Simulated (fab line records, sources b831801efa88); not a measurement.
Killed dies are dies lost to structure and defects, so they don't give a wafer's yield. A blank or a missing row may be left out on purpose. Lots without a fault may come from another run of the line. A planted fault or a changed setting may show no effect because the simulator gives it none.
Which tool did it? | flow sky130 | 24 lots, 72 wafers sampled, at 5 steps of a route of 708

WHAT THE GAUGES READ, wafer by wafer
SKY_METAL1_CD_MEAS_15: target cd 140 nm. Usual: cd_nm 140.6 nm, standard deviation 1.4.
lot  | measured     | on        | cd_nm (nm)        | flag
L074 | day 32 14:28 | cd_sem-01 | 139.8 140.3 139.3 |
L075 | day 33 04:03 | cd_sem-01 | 138.9 139.0 141.0 |
L076 | day 33 23:14 | cd_sem-02 | 140.7 139.9 142.2 |
L077 | day 34 09:09 | cd_sem-01 | 137.3 137.8 138.0 |
L079 | day 34 13:11 | cd_sem-02 | 139.8 141.5 140.9 |
L078 | day 34 19:50 | cd_sem-01 | 140.9 141.1 140.9 |
L080 | day 35 00:49 | cd_sem-01 | 141.0 140.5 140.2 |
L081 | day 35 13:17 | cd_sem-01 | 139.8 138.7 139.8 |
L082 | day 35 15:01 | cd_sem-01 | 142.8 142.7 141.2 |
L083 | day 35 16:20 | cd_sem-01 | 139.2 139.8 139.8 |
L084 | day 36 02:17 | cd_sem-01 | 140.3 139.2 140.3 |
L085 | day 36 12:35 | cd_sem-02 | 142.1 142.3 141.7 |
L086 | day 36 18:53 | cd_sem-01 | 142.7 141.7 142.7 |
L087 | day 37 04:23 | cd_sem-02 | 141.3 140.2 141.0 |
L089 | day 37 14:29 | cd_sem-02 | 140.6 141.5 141.2 |
L088 | day 37 15:06 | cd_sem-02 | 141.3 141.4 139.0 |
L090 | day 38 01:34 | cd_sem-02 | 142.7 139.7 141.5 |
L091 | day 38 08:44 | cd_sem-01 | 139.7 140.8 140.9 |
L092 | day 38 11:33 | cd_sem-01 | 142.2 141.4 142.6 |
L093 | day 38 19:42 | cd_sem-02 | 140.3 140.6 138.8 |
L094 | day 39 03:43 | cd_sem-01 | 139.6 141.1 139.7 |
L095 | day 39 05:05 | cd_sem-01 | 140.3 140.0 139.1 |
L096 | day 39 12:58 | cd_sem-01 | 139.4 141.3 140.4 |
L097 | day 39 22:38 | cd_sem-02 | 143.4 142.7 141.6 |

SKY_CAPM_THK_MEAS_04: measures by xrf. Usual: CAPM_TIN_THK 205 nm, standard deviation 3.
lot  | measured     | on            | CAPM_TIN_THK (nm) | flag
L074 | day 36 03:43 | film_metro-04 | 207 206 207       |
L075 | day 36 18:02 | film_metro-01 | 202 203 200       |
L076 | day 37 12:31 | film_metro-02 | 204 206 204       |
L077 | day 37 20:55 | film_metro-02 | 206 205 205       |
L079 | day 38 01:26 | film_metro-04 | 205 205 207       |
L078 | day 38 08:32 | film_metro-01 | 201 204 203       |
L080 | day 38 12:29 | film_metro-01 | 206 206 206       |
L081 | day 39 01:28 | film_metro-04 | 203 205 205       |
L082 | day 39 01:45 | film_metro-02 | 199 198 198       |
L083 | day 39 03:13 | film_metro-04 | 203 203 201       |
L084 | day 39 13:47 | film_metro-04 | 203 202 202       |
L085 | day 39 23:56 | film_metro-04 | 204 205 204       |
L086 | day 40 05:33 | film_metro-01 | 206 206 207       |
L087 | day 40 14:04 | film_metro-04 | 201 202 202       |
L089 | day 40 22:00 | film_metro-04 | 206 208 207       |
L088 | day 41 01:00 | film_metro-02 | 202 201 201       |
L090 | day 41 10:15 | film_metro-01 | 204 204 204       |
L091 | day 41 17:13 | film_metro-02 | 213 211 210       |
L092 | day 41 20:04 | film_metro-01 | 204 206 204       |
L093 | day 42 03:19 | film_metro-04 | 199 198 200       |
L094 | day 42 13:20 | film_metro-02 | 205 204 205       |
L095 | day 42 14:14 | film_metro-02 | 205 206 206       |
L096 | day 42 19:10 | film_metro-01 | 208 211 208       |
L097 | day 43 05:14 | film_metro-02 | 210 210 208       |

SKY_METAL3_CD_MEAS_13: target cd 300 nm. Usual: cd_nm 299.8 nm, standard deviation 1.5.
lot  | measured     | on        | cd_nm (nm)        | flag
L074 | day 38 07:21 | cd_sem-02 | 300.1 302.2 301.6 |
L075 | day 38 21:16 | cd_sem-02 | 299.3 300.7 299.3 |
L076 | day 39 14:47 | cd_sem-01 | 299.9 299.6 300.3 |
L077 | day 39 23:00 | cd_sem-02 | 299.6 300.8 299.9 |
L079 | day 40 03:32 | cd_sem-01 | 298.9 300.2 299.6 |
L078 | day 40 09:31 | cd_sem-01 | 300.4 301.5 300.4 |
L080 | day 40 14:49 | cd_sem-01 | 300.8 302.2 299.5 |
L081 | day 41 02:53 | cd_sem-02 | 297.3 298.1 298.2 |
L082 | day 41 03:37 | cd_sem-02 | 300.6 302.2 300.8 |
L083 | day 41 05:22 | cd_sem-01 | 300.9 299.4 299.2 |
L084 | day 41 15:28 | cd_sem-01 | 299.3 298.5 301.0 |
L085 | day 42 00:55 | cd_sem-02 | 300.6 301.1 301.9 |
L086 | day 42 06:18 | cd_sem-01 | 298.4 298.8 297.6 |
L087 | day 42 14:25 | cd_sem-01 | 297.1 298.2 298.1 |
L089 | day 42 21:32 | cd_sem-02 | 301.8 300.6 303.2 |
L088 | day 43 00:33 | cd_sem-01 | 301.5 300.6 300.8 |
L090 | day 43 09:33 | cd_sem-02 | 297.4 298.2 296.9 |
L091 | day 43 15:08 | cd_sem-01 | 299.9 299.7 299.7 |
L092 | day 43 18:34 | cd_sem-02 | 302.5 301.1 301.5 |
L093 | day 44 02:20 | cd_sem-01 | 298.6 297.0 297.4 |
L094 | day 44 11:35 | cd_sem-01 | 298.6 298.8 299.6 |
L095 | day 44 11:58 | cd_sem-01 | 301.7 301.8 302.2 |
L096 | day 44 16:39 | cd_sem-01 | 299.2 297.9 300.1 |
L097 | day 45 01:56 | cd_sem-01 | 298.4 298.3 298.5 |

WHICH TOOL RAN EACH LOT (tool, then ch and the chambers of the sampled wafers, then the start)
lot  | SKY_VIA2_ETCH_14                   | SKY_METAL3_SPUTTER_01
L074 | rie_diel-03 ch 0,1,2, day 36 01:52 | pvd_sputter-04, day 36 03:15
L075 | rie_diel-03 ch 2,3, day 36 16:10   | pvd_sputter-04, day 36 17:34
L076 | rie_diel-04 ch 0,1,3, day 37 10:38 | pvd_sputter-04, day 37 12:05
L077 | rie_diel-04 ch 0,1,3, day 37 19:04 | pvd_sputter-01, day 37 20:28
L079 | rie_diel-04 ch 0,1,3, day 37 23:35 | pvd_sputter-04, day 38 00:58
L078 | rie_diel-03 ch 0,2,3, day 38 06:40 | pvd_sputter-02, day 38 08:05
L080 | rie_diel-03 ch 0,3, day 38 10:38   | pvd_sputter-04, day 38 12:02
L081 | rie_diel-01 ch 2,3, day 38 23:34   | pvd_sputter-04, day 39 00:59
L082 | rie_diel-04 ch 1,3, day 38 23:53   | pvd_sputter-02, day 39 01:17
L083 | rie_diel-03 ch 0,1, day 39 01:20   | pvd_sputter-04, day 39 02:44
L084 | rie_diel-01 ch 2,3, day 39 11:55   | pvd_sputter-02, day 39 13:20
L085 | rie_diel-01 ch 0,2, day 39 22:04   | pvd_sputter-02, day 39 23:28
L086 | rie_diel-03 ch 0,3, day 40 03:28   | pvd_sputter-01, day 40 04:59
L087 | rie_diel-04 ch 2,3, day 40 12:13   | pvd_sputter-04, day 40 13:36
L089 | rie_diel-03 ch 0,2,3, day 40 20:08 | pvd_sputter-02, day 40 21:32
L088 | rie_diel-04 ch 1,3, day 40 23:10   | pvd_sputter-02, day 41 00:34
L090 | rie_diel-04 ch 0,1,3, day 41 08:23 | pvd_sputter-02, day 41 09:49
L091 | rie_diel-04 ch 1,3, day 41 15:23   | pvd_sputter-04, day 41 16:47
L092 | rie_diel-04 ch 0,1,2, day 41 18:14 | pvd_sputter-04, day 41 19:38
L093 | rie_diel-03 ch 0,2, day 42 01:28   | pvd_sputter-04, day 42 02:51
L094 | rie_diel-03 ch 0,2,3, day 42 11:29 | pvd_sputter-01, day 42 12:53
L095 | rie_diel-03 ch 0,3, day 42 11:49   | pvd_sputter-04, day 42 13:47
L096 | rie_diel-03 ch 0,3, day 42 17:20   | pvd_sputter-01, day 42 18:44
L097 | rie_diel-01 ch 0,2,3, day 43 03:25 | pvd_sputter-04, day 43 04:48
- SKY_VIA2_ETCH_14: etches BARC in N2/H2, stops on SiO2, time 45.9 s, target depth 60 nm.
- SKY_METAL3_SPUTTER_01: material TiN, target thk 20 nm, time 16.7 s.

WHAT THE TOOLS THEMSELVES READ (means of the sampled wafers that have a number; where no wafer has one, the mark that the record gives instead)
SKY_VIA2_ETCH_14. Usual: drypump_motor_current_A 5.8 A, standard deviation 0.43; oes_product_au 0.855 a.u., standard deviation 0.0051; throttle_valve_pct 13.226 %, standard deviation 0.0093.
lot  | tool        | drypump_motor_current_A (A) | oes_product_au (a.u.) | throttle_valve_pct (%) | flag
L074 | rie_diel-03 | 6.0                         | 0.850                 | 13.214                 |
L075 | rie_diel-03 | 6.1                         | 0.851                 | 13.226                 |
L076 | rie_diel-04 | 5.6                         | 0.858                 | 13.225                 |
L077 | rie_diel-04 | 5.6                         | 0.852                 | 13.221                 |
L079 | rie_diel-04 | 5.7                         | 0.858                 | 13.231                 |
L078 | rie_diel-03 | 6.1                         | 0.852                 | 13.217                 |
L080 | rie_diel-03 | 6.1                         | 0.855                 | 13.229                 |
L081 | rie_diel-01 | 5.5                         | 0.853                 | 13.237                 |
L082 | rie_diel-04 | 5.9                         | 0.860                 | 13.230                 |
L083 | rie_diel-03 | 6.0                         | 0.852                 | 13.220                 |
L084 | rie_diel-01 | 5.5                         | 0.855                 | 13.227                 |
L085 | rie_diel-01 | 6.0                         | 0.851                 | 13.227                 |
L086 | rie_diel-03 | 6.1                         | 0.853                 | 13.225                 |
L087 | rie_diel-04 | 5.4                         | 0.858                 | 13.226                 |
L089 | rie_diel-03 | 6.1                         | 0.857                 | 13.228                 |
L088 | rie_diel-04 | 5.9                         | 0.856                 | 13.226                 |
L090 | rie_diel-04 | 5.7                         | 0.852                 | 13.229                 |
L091 | rie_diel-04 | 5.9                         | 0.853                 | 13.221                 |
L092 | rie_diel-04 | 5.3                         | 0.859                 | 13.226                 |
L093 | rie_diel-03 | 6.2                         | 0.849                 | 13.227                 |
L094 | rie_diel-03 | 6.1                         | 0.853                 | 13.233                 |
L095 | rie_diel-03 | 6.1                         | 0.852                 | 13.235                 |
L096 | rie_diel-03 | 6.1                         | 0.852                 | 13.231                 |
L097 | rie_diel-01 | 5.6                         | 0.861                 | 13.230                 |

SKY_METAL3_SPUTTER_01. Usual: throttle_valve_pct 30.7 %, standard deviation 0.67.
lot  | tool           | throttle_valve_pct (%) | flag
L074 | pvd_sputter-04 | 30.9                   |
L075 | pvd_sputter-04 | 30.1                   |
L076 | pvd_sputter-04 | 30.8                   |
L077 | pvd_sputter-01 | 31.3                   |
L079 | pvd_sputter-04 | 30.6                   |
L078 | pvd_sputter-02 | 30.8                   |
L080 | pvd_sputter-04 | 30.3                   |
L081 | pvd_sputter-04 | 30.2                   |
L082 | pvd_sputter-02 | 30.5                   |
L083 | pvd_sputter-04 | 30.5                   |
L084 | pvd_sputter-02 | 30.3                   |
L085 | pvd_sputter-02 | 30.4                   |
L086 | pvd_sputter-01 | 31.3                   |
L087 | pvd_sputter-04 | 30.6                   |
L089 | pvd_sputter-02 | 30.2                   |
L088 | pvd_sputter-02 | 30.5                   |
L090 | pvd_sputter-02 | 30.6                   |
L091 | pvd_sputter-04 | 30.4                   |
L092 | pvd_sputter-04 | 30.5                   |
L093 | pvd_sputter-04 | 30.2                   |
L094 | pvd_sputter-01 | 31.1                   |
L095 | pvd_sputter-04 | 31.0                   |
L096 | pvd_sputter-01 | 31.3                   |
L097 | pvd_sputter-04 | 30.3                   |

THE ANSWER, worked out from the rows above alone
Rule: a lot is off if the mean of its wafers that have a number lies more than 3 standard deviations from the usual mean. A lot without any number at a reading at which 4 lots or more have one is off too. The other lots that the step has rows for count as sound. The gauges are gone through in route order, then the tools' own readings, and for those a lot's mean is taken as printed above. The first step at which some lot is off is used, and at that step the reading that is off furthest; a lot without a number counts as furthest.
No lot is off at any reading shown: from this, nothing can be told.

WHAT THE SIMULATOR HAD PUT IN
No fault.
